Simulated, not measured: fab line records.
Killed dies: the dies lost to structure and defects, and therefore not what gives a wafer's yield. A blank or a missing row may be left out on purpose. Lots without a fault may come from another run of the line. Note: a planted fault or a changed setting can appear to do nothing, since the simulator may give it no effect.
The same fault as seen by 2 desks || flow gf180mcu || each desk holds nothing but its own numbers, with what lay behind them at the end

== DESK OF THE TOOL OWNER: cvd_w-02 ==
The tool's own readings at GF_V3_CVD_23 (deposits W, target thk 350 nm, time 104.9 s): means of the sampled wafers that have a number, for each lot that ran on this tool. Any lot whose mean is over 4 standard deviations away from the usual mean is out of limits and marked OUT; that distance is given in the brackets.
Columns: A = chamber_pressure_Torr at GF_V3_CVD_23, usual 40.00 Torr; B = heater_power_w at GF_V3_CVD_23, usual 845 W
{"lot": "L410", "first seen here": "day 22 10:10", "A": 40.03, "B": 818}
{"lot": "L411", "first seen here": "day 22 15:10", "A": 39.93, "B": 838}
{"lot": "L413", "first seen here": "day 23 06:47", "A": 39.96, "B": 847}
{"lot": "L417", "first seen here": "day 25 00:38", "A": 40.05, "B": 841}
{"lot": "L418", "first seen here": "day 25 10:21", "A": 39.98, "B": 854}
{"lot": "L426", "first seen here": "day 27 18:10", "A": 40.07, "B": 829}
{"lot": "L428", "first seen here": "day 28 05:08", "A": 40.10, "B": 857}
{"lot": "L429", "first seen here": "day 28 07:46", "A": 40.01, "B": 855}
{"lot": "L430", "first seen here": "day 28 14:33", "A": 40.09, "B": 854}
{"lot": "L433", "first seen here": "day 29 19:54", "A": 39.99, "B": 850}
This desk's verdict: no lot among the 10 shows anything out of limits.

== THE METROLOGY DESK ==
What the gauges read for every lot (on any tool): the sampled wafers with a number, averaged. Any lot whose mean is over 4 standard deviations away from the usual mean is out of limits and marked OUT; that distance is given in the brackets.
Columns: A = V2_OVL at GF_V2_OVL_MEAS_15, usual 0 nm; B = V3_W_RS at GF_V3_RS_MEAS_24, usual 0.326 ohm/sq; C = V3_W_THK at GF_V3_THK_MEAS_25, usual 358 nm
{"lot": "L410", "first seen here": "day 20 06:05", "A": 1, "B": 0.329, "C": 360}
{"lot": "L411", "first seen here": "day 20 10:46", "A": 7, "B": 0.327, "C": 355}
{"lot": "L413", "first seen here": "day 21 04:01", "A": 6, "B": 0.330, "C": 347}
{"lot": "L417", "first seen here": "day 22 23:01", "A": -7, "B": "0.346 (+4.1) OUT", "C": 343}
{"lot": "L418", "first seen here": "day 23 09:52", "A": 8, "B": "0.371 (+9.2) OUT", "C": "312 (-5.5) OUT"}
{"lot": "L426", "first seen here": "day 25 21:14", "A": -0, "B": 0.329, "C": 361}
{"lot": "L428", "first seen here": "day 26 08:20", "A": 2, "B": 0.327, "C": 361}
{"lot": "L429", "first seen here": "day 26 11:44", "A": 0, "B": 0.325, "C": 361}
{"lot": "L430", "first seen here": "day 26 19:17", "A": -4, "B": 0.327, "C": 355}
{"lot": "L433", "first seen here": "day 28 02:20", "A": 4, "B": 0.332, "C": 354}
This desk's result: L417, L418 out of limits, first on L417 (V3_W_RS at GF_V3_RS_MEAS_24), day 25 00:44. In limits: L410, L411, L413, L426, L428, L429, L430, L433.

== TAKEN TOGETHER ==
L417, L418 would have let the metrology desk raise an alarm at day 25 00:44.
The tool owner's desk saw nothing out of limits.
Tool owner's desk: L417, L418 on record, inside its limits.
On cvd_w-02, each named lot ran GF_V3_CVD_23.

== WHAT THE SIMULATOR HAD INSERTED ==
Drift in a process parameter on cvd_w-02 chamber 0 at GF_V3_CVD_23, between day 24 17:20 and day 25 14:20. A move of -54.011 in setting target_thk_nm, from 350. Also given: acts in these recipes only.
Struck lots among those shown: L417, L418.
Hours from the fault's start to each desk's first reading out of limits: the metrology desk, 7.
